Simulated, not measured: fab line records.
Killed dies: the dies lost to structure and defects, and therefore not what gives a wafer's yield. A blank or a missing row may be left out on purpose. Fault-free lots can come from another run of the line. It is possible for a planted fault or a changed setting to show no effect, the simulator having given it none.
Which of the tools did it? ; flow sky130 ; 11 lots with 33 wafers sampled at 5 steps, on a route of 708 steps

WHAT THE GAUGES READ, wafer by wafer
SKY_VIA3_BOW_MEAS_03. Usual: for VIA3_BOW the level is 79 um and the standard deviation is 8.3.
lot;measured;on;VIA3_BOW (um);flag
L186;day 39 13:11;filmMetro-02;91 93 100;
L191;day 41 05:30;filmMetro-01;70 75 71;
L192;day 41 14:43;filmMetro-01;73 60 69;
L195;day 42 08:59;filmMetro-04;73 73 85;
L196;day 42 11:15;filmMetro-01;80 73 82;
L201;day 44 01:13;filmMetro-01;89 79 72;
L202;day 44 03:40;filmMetro-02;84 84 72;
L203;day 44 06:23;filmMetro-01;66 74 87;
L206;day 45 05:29;filmMetro-02;87 82 85;
L207;day 45 08:53;filmMetro-02;91 78 87;
L209;day 45 23:28;filmMetro-01;92 87 89;

SKY_CAP2M_THK_MEAS_01. Usual: for CAP2M_CVD_00_THK the level is 15.64 nm and the standard deviation is 0.26.
lot;measured;on;CAP2M_CVD_00_THK (nm);flag
L186;day 40 16:01;filmMetro-03;15.52 15.36 15.77;
L191;day 42 07:50;filmMetro-02;15.68 16.12 16.09;
L192;day 42 16:29;filmMetro-04;15.40 15.91 15.87;
L195;day 43 09:46;filmMetro-03;15.32 15.63 15.27;
L196;day 43 12:20;filmMetro-03;16.10 16.05 15.84;
L201;day 45 02:35;filmMetro-04;15.48 15.83 15.61;
L202;day 45 04:38;filmMetro-03;15.58 15.99 16.04;
L203;day 45 06:38;filmMetro-02;15.42 15.20 15.51;
L206;day 46 05:20;filmMetro-02;15.68 6.31 6.39;OFF
L207;day 46 08:39;filmMetro-02;15.27 15.92 15.46;
L209;day 46 22:21;filmMetro-04;15.32 15.48 15.31;

WHICH TOOL RAN EACH LOT (tool, then ch and the chambers of the sampled wafers, then the start)
lot;SKY_VIA3_SPUTTER_20;SKY_VIA3_CMP_24;SKY_CAP2M_CVD_00
L186;pvdSputter-03, day 40 15:11;cmp-02 ch 0,1,3, day 40 15:33;pecvd-04 ch 0,2, day 40 16:00
L191;pvdSputter-03, day 42 06:59;cmp-02 ch 0,2,3, day 42 07:27;pecvd-04 ch 0,2, day 42 07:48
L192;pvdSputter-01, day 42 15:38;cmp-01 ch 0,1,3, day 42 16:03;pecvd-04 ch 1,2, day 42 16:28
L195;pvdSputter-03, day 43 08:55;cmp-02 ch 1,3, day 43 09:20;pecvd-01 ch 0,2, day 43 09:44
L196;pvdSputter-03, day 43 11:29;cmp-02 ch 0,2, day 43 11:51;pecvd-04 ch 1,2, day 43 12:19
L201;pvdSputter-01, day 45 01:46;cmp-01 ch 2,3, day 45 02:07;pecvd-01 ch 0,1, day 45 02:34
L202;pvdSputter-03, day 45 03:40;cmp-02 ch 0,1,3, day 45 04:08;pecvd-04 ch 0,1, day 45 04:35
L203;pvdSputter-01, day 45 05:48;cmp-01 ch 1,2,3, day 45 06:16;pecvd-01 ch 1,2, day 45 06:37
L206;pvdSputter-04, day 46 04:29;cmp-01 ch 0,1,2, day 46 04:52;pecvd-04 ch 1,2, day 46 05:19
L207;pvdSputter-04, day 46 07:49;cmp-02 ch 2,3, day 46 08:11;pecvd-02 ch 0,1,2, day 46 08:38
L209;pvdSputter-01, day 46 21:31;cmp-01 ch 1,2,3, day 46 21:56;pecvd-02 ch 0,1, day 46 22:20
- SKY_VIA3_SPUTTER_20: material TiN, target thk 20 nm, time 80 s.
- SKY_VIA3_CMP_24: polishes, stops on SiO2, t overpolish 20 s, target thk 0 nm.
- SKY_CAP2M_CVD_00: deposits SiO2, target thk 15.5 nm.

WHAT THE TOOLS THEMSELVES READ (means of the sampled wafers that have a number; where no wafer has one, the mark that the record gives instead)
SKY_VIA3_SPUTTER_20. Usual: 30.1 % for throttleValvePct, sd 0.8.
lot;tool;throttleValvePct (%);flag
L186;pvdSputter-03;29.4;
L191;pvdSputter-03;29.4;
L192;pvdSputter-01;31.1;
L195;pvdSputter-03;29.5;
L196;pvdSputter-03;29.9;
L201;pvdSputter-01;30.9;
L202;pvdSputter-03;29.2;
L203;pvdSputter-01;31.2;
L206;pvdSputter-04;29.7;
L207;pvdSputter-04;30.0;
L209;pvdSputter-01;31.1;

SKY_VIA3_CMP_24. Usual: motorCurrentA 10.9 A, standard deviation 1.2; overpolishRunS 20.000 s, standard deviation 0.0089; retainingRingPressureFrac 1.000, standard deviation 0.0051; timeToEndpointS 96 s, standard deviation 4.2.
lot;tool;motorCurrentA (A);overpolishRunS (s);retainingRingPressureFrac;timeToEndpointS (s);flag
L186;cmp-02;10.5;19.997;1.001;97;
L191;cmp-02;10.6;20.007;1.001;94;
L192;cmp-01;11.8;20.006;1.001;96;
L195;cmp-02;11.0;19.993;1.003;102;
L196;cmp-02;10.3;19.993;0.999;96;
L201;cmp-01;10.4;20.005;1.001;97;
L202;cmp-02;10.5;19.990;0.998;96;
L203;cmp-01;10.5;20.003;0.998;95;
L206;cmp-01;11.8;20.003;1.003;93;
L207;cmp-02;11.0;20.003;0.998;99;
L209;cmp-01;10.8;20.004;0.999;96;

SKY_CAP2M_CVD_00. Usual: heaterPowerW 736 W, standard deviation 79; susceptorTempC 399.97 C, standard deviation 0.21.
lot;tool;heaterPowerW (W);susceptorTempC (C);flag
L186;pecvd-04;731;399.92;
L191;pecvd-04;745;399.51;
L192;pecvd-04;777;400.13;
L195;pecvd-01;692;400.06;
L196;pecvd-04;778;400.06;
L201;pecvd-01;602;400.01;
L202;pecvd-04;724;399.89;
L203;pecvd-01;682;399.79;
L206;pecvd-04;767;400.08;
L207;pecvd-02;725;399.82;
L209;pecvd-02;773;399.96;

THE ANSWER, worked out from the rows above alone
Rule: a lot counts as off when the mean over its wafers that have a number is more than 3 standard deviations away from the usual mean. Also off: a lot with no number at a reading for which 4 or more lots have one. All remaining lots with rows at the step are treated as sound. After the gauges, taken in route order, come the tools' own readings; for these a lot's mean is taken, as printed above. The first step at which some lot is off is used, and at that step the reading that is off furthest; a lot without a number counts as furthest.
Off: L206, at SKY_CAP2M_THK_MEAS_01 (CAP2M_CVD_00_THK).
If a tool, at a process step before that reading, ran all the lots that are off and no sound lot after the first of them, it fits. Those tools and the gauges at SKY_CAP2M_THK_MEAS_01 are tried in the same way. One fits: SKY_CAP2M_CVD_00 on pecvd-04. Its last sound lot is L202 (day 45 04:35), its first lot that is off L206 (day 46 05:19): a fault that began between those two fits.

WHAT THE SIMULATOR PUT IN
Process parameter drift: pecvd-04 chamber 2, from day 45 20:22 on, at SKY_CAP2M_CVD_00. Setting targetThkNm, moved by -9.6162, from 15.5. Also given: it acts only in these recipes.
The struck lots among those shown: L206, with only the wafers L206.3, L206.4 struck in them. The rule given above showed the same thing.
